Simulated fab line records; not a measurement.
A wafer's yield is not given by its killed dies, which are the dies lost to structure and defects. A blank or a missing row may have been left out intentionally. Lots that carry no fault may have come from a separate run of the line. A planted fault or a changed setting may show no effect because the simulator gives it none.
Chamber matching    flow sky130    SKY_LI_CONTACT_ETCH_15 on rie_diel-03: 4 sister chambers
The step etches PSG in C4F8/O2/Ar, stops on Si, target depth 600 nm. 7 wafers are shown with their chamber, then 7 later ones without.

EACH WAFER AND ITS CHAMBER
wafer   chamber  oes_product_au (a.u.)
L455.6  0        0.830
L457.1  3        0.843
L459.1  3        0.830
L459.2  1        0.832
L459.3  2        0.830
L466.2  2        0.833
L466.3  1        0.837

WAFERS WITHOUT THEIR CHAMBER
wafer   oes_product_au (a.u.)
L466.6  0.825
L476.1  0.834
L476.4  0.830
L476.5  0.829
L475.1  0.845
L475.2  0.838
L475.4  0.837

CHAMBER TAKEN BY EACH
wafer   from the rows above                in truth
L466.6  can't be placed: 0 or 2 or 1 or 3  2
L476.1  can't be placed: 1 or 2 or 3 or 0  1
L476.4  can't be placed: 0 or 2 or 1 or 3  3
L476.5  can't be placed: 0 or 2 or 1 or 3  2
L475.1  can't be placed: 3 or 1 or 2 or 0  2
L475.2  can't be placed: 3 or 1 or 2 or 0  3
L475.4  can't be placed: 3 or 1 or 2 or 0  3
0 of 7 placed correctly. Can't be placed from these rows: 7 (the true chamber is among the candidates in 7). Wrongly placed: 0.
How it was worked out, from the rows above alone: a wafer's distance from a chamber is the root of the sum, over the readings, of the square of ((its reading less the chamber's mean) divided by the reading's scatter). If the next closest chamber is less than 2 further off than the closest, the wafer can't be placed; otherwise it belongs to the closest. The mean given for a chamber averages the wafers shown for that chamber. The scatter: take each reading less its chamber's mean, square it, sum over the shown wafers, divide by the number of wafers less the number of chambers, and take the root.
